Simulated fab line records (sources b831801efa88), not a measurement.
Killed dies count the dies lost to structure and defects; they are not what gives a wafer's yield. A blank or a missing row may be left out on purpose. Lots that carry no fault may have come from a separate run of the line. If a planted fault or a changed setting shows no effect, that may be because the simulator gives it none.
Split-lot study	flow sky130	5 lots, 23 wafers read, on a route of 708 steps

== ON THE SPLIT ==
At SKY_METAL1_SPUTTER_03 (material Ti, target thk 5 nm, time 3.3 s), the setting time s was moved away from the recipe's 3.3 s on 7 of the 23 wafers read, by -8.4% to +6.5%. This setting was run at the recipe's value on the other wafers.

The reading is taken at the split's own step.

== THE READING ==
Ti_of_METAL1_SPUTTER_03.thk nm (the simulator's own value, which no gauge read), in nm, at SKY_METAL1_SPUTTER_03 (material Ti, target thk 5 nm, time 3.3 s). The file does not state a usual value for it. Across the 16 wafers here that went through the recipe, the average is 5.125 nm and the standard deviation 0.17 nm.

wafer	tool, chamber at the split	time s as run, s	against the recipe	Ti_of_METAL1_SPUTTER_03.thk nm, nm	against lot-mates on the recipe
L074.2	pvd sputter-03, -	3.022	-8.4%	4.782	-0.349
L074.3	pvd sputter-03, -	3.022	-8.4%	4.75	-0.381
L074.4	pvd sputter-03, -	3.022	-8.4%	4.777	-0.354
L074.5	pvd sputter-03, -	3.3	recipe	5.1	-
L074.6	pvd sputter-03, -	3.3	recipe	5.163	-
L078.1	pvd sputter-02, -	3.3	recipe	5.017	-
L078.3	pvd sputter-02, -	3.3	recipe	4.985	-
L078.4	pvd sputter-02, -	3.3	recipe	4.876	-
L080.1	pvd sputter-02, -	3.3	recipe	5.314	-
L080.3	pvd sputter-02, -	3.3	recipe	5.292	-
L080.4	pvd sputter-02, -	3.3	recipe	5.12	-
L080.5	pvd sputter-02, -	3.3	recipe	5.364	-
L080.6	pvd sputter-02, -	3.3	recipe	5.185	-
L083.1	pvd sputter-02, -	3.121	-5.4%	5.165	-0.119
L083.2	pvd sputter-02, -	3.3	recipe	5.132	-
L083.3	pvd sputter-02, -	3.3	recipe	5.366	-
L083.4	pvd sputter-02, -	3.3	recipe	5.353	-
L083.6	pvd sputter-02, -	3.121	-5.4%	4.996	-0.288
L082.1	pvd sputter-03, -	3.3	recipe	4.899	-
L082.2	pvd sputter-03, -	3.3	recipe	4.942	-
L082.3	pvd sputter-03, -	3.515	+6.5%	5.177	+0.268
L082.4	pvd sputter-03, -	3.515	+6.5%	5.25	+0.341
L082.6	pvd sputter-03, -	3.3	recipe	4.887	-

THE FIT
A straight line over all 23 wafers: Ti_of_METAL1_SPUTTER_03.thk nm changes by +0.0289 nm for each +1% of time s; r = +0.57; the points scatter about the line by 0.16 nm.
The same after taking each lot's own level away (the mean of its wafers on the recipe; 23 wafers): +0.0433 nm for each +1%; r = +0.92; scatter 0.072 nm.
On that fit, the largest move of time s shifts the reading by 0.36 nm.
Across the lots, their own levels run from 4.9093 to 5.2837 nm, a range of 2.2 times the standard deviation given above.
So the lot-to-lot level blurs the effect unless lot-mates are compared.
Check: for one of the wafers moved furthest among these (-8.4%), held out of the fit, the line's prediction against its lot-mates is -0.362 nm. Against them it came out at -0.349 nm.

== ADDITIONAL SPLITS CARRIED BY THESE WAFERS ==
Before the reading, these wafers also passed through other splits. Each is held against what the fit with the lots' levels taken away leaves over:
other split on the same wafers	wafers away from the commonest value	r with Ti_of_METAL1_SPUTTER_03.thk nm (lot level and that fit taken away)
SKY_SD_N_COAT_02 resist thk nm	7	+0.06
SKY_SD_N_STRIP_11 power w	9	-0.03
SKY_LI_CONTACT_CVD_21 temp c	8	-0.02
SKY_LOCAL_INTERCONNECT_COAT_06 spin rpm	6	+0.02
SKY_LOCAL_INTERCONNECT_ETCH_13 pressure mtorr	15	-0.05
SKY_CONTACT_SPUTTER_23 time s	6	+0.04

== FILE'S OWN FIT ==
Ti_of_METAL1_SPUTTER_03.thk nm changes by +0.0429 nm for each +1% of time s, r = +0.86.
